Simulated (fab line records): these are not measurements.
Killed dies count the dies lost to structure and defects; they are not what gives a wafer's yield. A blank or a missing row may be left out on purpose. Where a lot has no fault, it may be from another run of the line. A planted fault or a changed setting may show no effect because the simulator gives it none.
A struck lot beside a sound one | flow sky130 | 14 steps out of a route of 708
Sound: wafers L441.2, L441.3, L441.6. Wafers struck: L455.2, L455.5, L455.6. At the end, the cause is stated.
At each step with rows: each side's tool, then ch and its chambers, then its first start. Under that, the readings that differ: sound wafers | struck wafers | difference of the means | sigmas: that difference in standard deviations of wafers without a fault.
alike: readings with means less than 2 such deviations apart, plus words and numbers identical on both sides. not compared: withheld readings, readings lacking a value on some wafer, bounds such as >300 that could conceal the same value, and numbers that have no deviation in the record and whose values overlap.
The two part at a step that has a row with sigmas, a row that says differs or no value, or rows on one side only. When numbers do not overlap yet have no deviation, they are printed without sigmas and do not part them. A reading missing from all wafers of one side parts the sides only when that side holds two or more wafers.

first, 2 steps without rows for these wafers: SKY_METAL1_CLEAN_23 (cleans in O3/DIW); SKY_VIA1_HDPCVD_00 (deposits SiO2, target thk 1030 nm, time 171.7 s).
SKY_VIA1_THK_MEAS_01:
  sound: filmMetro-02 at day 33 21:37; struck: filmMetro-03 at day 38 17:44
  alike: VIA1_HDPCVD_THK
SKY_VIA1_CMP_02: polishes SiO2.
  sound on cmp-02 ch 0,2, day 33 21:43; struck on cmp-01 ch 1,2, day 38 17:47
  alike: motorCurrentA, slurryFlowMlMin
SKY_VIA1_BOW_MEAS_03:
  sound: filmMetro-02 at day 33 21:59; struck: filmMetro-04 at day 38 18:06
  alike: VIA1_BOW
then, 7 steps without rows for these wafers: SKY_VIA1_DEHYDRATE_04 (time 60 s); SKY_VIA1_HMDS_05 (prime time 60 s); SKY_VIA1_COAT_06 (resist thk 60 nm); SKY_VIA1_COAT_07 (resist thk 450 nm); SKY_VIA1_SOFTBAKE_08 (time 87.2 s); SKY_VIA1_EXPOSE_09 (exposes mask VIM, target cd 150 nm); SKY_VIA1_PEB_10.
SKY_VIA1_DEVELOP_11: develop time 60 s.
  struck on lithoTrack-03, day 39 18:00; sound on lithoTrack-03 ch 0, day 34 23:00
  no value came back on the struck wafers for chillPlateTempC (C), developTimeS (s), exhaustPa (Pa); on the sound wafers chillPlateTempC (C) reads 22.94 22.97 22.86
reading                                    | sound         | struck            | difference | sigmas
model.KrF-thick_of_VIA1_COAT_07.thkNm (nm) | 435 433.5 434 | 448.5 448.5 448.8 | +14.4      | 
SKY_VIA1_CD_MEAS_12: the cd target is 150 nm.
  sound: cdSem-02 at day 34 23:58; struck: cdSem-01 at day 39 18:40
reading   | sound             | struck | difference                    | sigmas
cdNm (nm) | 151.2 151.7 151.2 | - - -  | no value on the struck wafers | 

WHERE THEY PART
At SKY_VIA1_DEVELOP_11 first; at SKY_VIA1_CD_MEAS_12 last (within this record only).

WHY: what had been put in by the simulator
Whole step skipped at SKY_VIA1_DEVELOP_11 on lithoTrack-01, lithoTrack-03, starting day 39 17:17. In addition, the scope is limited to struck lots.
